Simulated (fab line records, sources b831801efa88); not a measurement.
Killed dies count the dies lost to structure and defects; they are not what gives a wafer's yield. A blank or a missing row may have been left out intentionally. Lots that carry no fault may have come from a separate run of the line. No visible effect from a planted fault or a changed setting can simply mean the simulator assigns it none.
2 desks looking at one fault ; flow gf180mcu ; what lay behind the numbers comes last; until then each desk has only its own

AT THE METROLOGY DESK
What the gauges read for every lot (on any tool): the sampled wafers with a number, averaged. If a lot's mean is further than 4 standard deviations from the usual mean, the lot is out of limits and carries the mark OUT (the distance appears in the brackets).
Columns: A = M3_ALCU_THK at GF_M3_THK_MEAS_06, usual 439 nm; B = M4_ALCU_RS at GF_M4_RS_MEAS_05, usual 0.0695 ohm/sq; C = M4_ALCU_THK at GF_M4_THK_MEAS_06, usual 444 nm
lot;first seen here;A;B;C
L769;day 20 17:39;437;0.0699;444
L770;day 21 02:55;446;0.0688;450
L772;day 21 17:04;440;0.0694;444
L773;day 21 20:01;443;0.0695;445
L776;day 23 01:32;442;0.0704;440
L777;day 23 07:55;442;0.0709;433
L779;day 23 21:17;446;0.0690;446
L780;day 24 07:44;434;0.0696;444
L784;day 25 17:58;430;0.0881 (+19) OUT;354 (-14) OUT
L786;day 26 06:44;437;0.0854 (+16) OUT;363 (-13) OUT
L788;day 26 23:04;432;0.0871 (+18) OUT;358 (-13) OUT
L791;day 27 20:17;438;0.0685;450
Finding of this desk: L784, L786, L788 out of limits, first seen on L784 at day 27 13:44 (M4_ALCU_RS at GF_M4_RS_MEAS_05). L769, L770, L772, L773, L776, L777, L779, L780, L791: within limits.

TOOL OWNER'S DESK, pvd_sputter-03
The tool's own readings at GF_M4_SPUTTER_02 (material AlCu, target thk 450 nm, time 23.9 s): means of the sampled wafers that have a number, for each lot that ran on this tool. If a lot's mean is further than 4 standard deviations from the usual mean, the lot is out of limits and carries the mark OUT (the distance appears in the brackets).
Columns: A = throttle_valve_pct at GF_M4_SPUTTER_02, usual 30.4 %
lot;first seen here;A
L770;day 23 03:58;29.8
L772;day 23 18:22;30.5
L780;day 26 04:23;30.2
L784;day 27 13:35;29.7
L786;day 28 01:05;30.4
L788;day 28 17:26;30.4
This desk's finding: nothing out of limits on any of the 6 lots.

PUT TOGETHER
An alarm was possible from the metrology desk at day 27 13:44, on L784, L786, L788.
Nothing out of limits was seen by the tool owner's desk.
Tool owner's desk: L784, L786, L788 on record, inside its limits.
The lots listed all ran GF_M4_SPUTTER_02 on pvd_sputter-03.

WHAT THE SIMULATOR HAD INSERTED
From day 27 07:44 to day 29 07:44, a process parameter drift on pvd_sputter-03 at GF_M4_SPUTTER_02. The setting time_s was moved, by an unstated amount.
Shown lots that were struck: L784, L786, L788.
Hours from the fault's start to each desk's first reading out of limits: the metrology desk, 6.
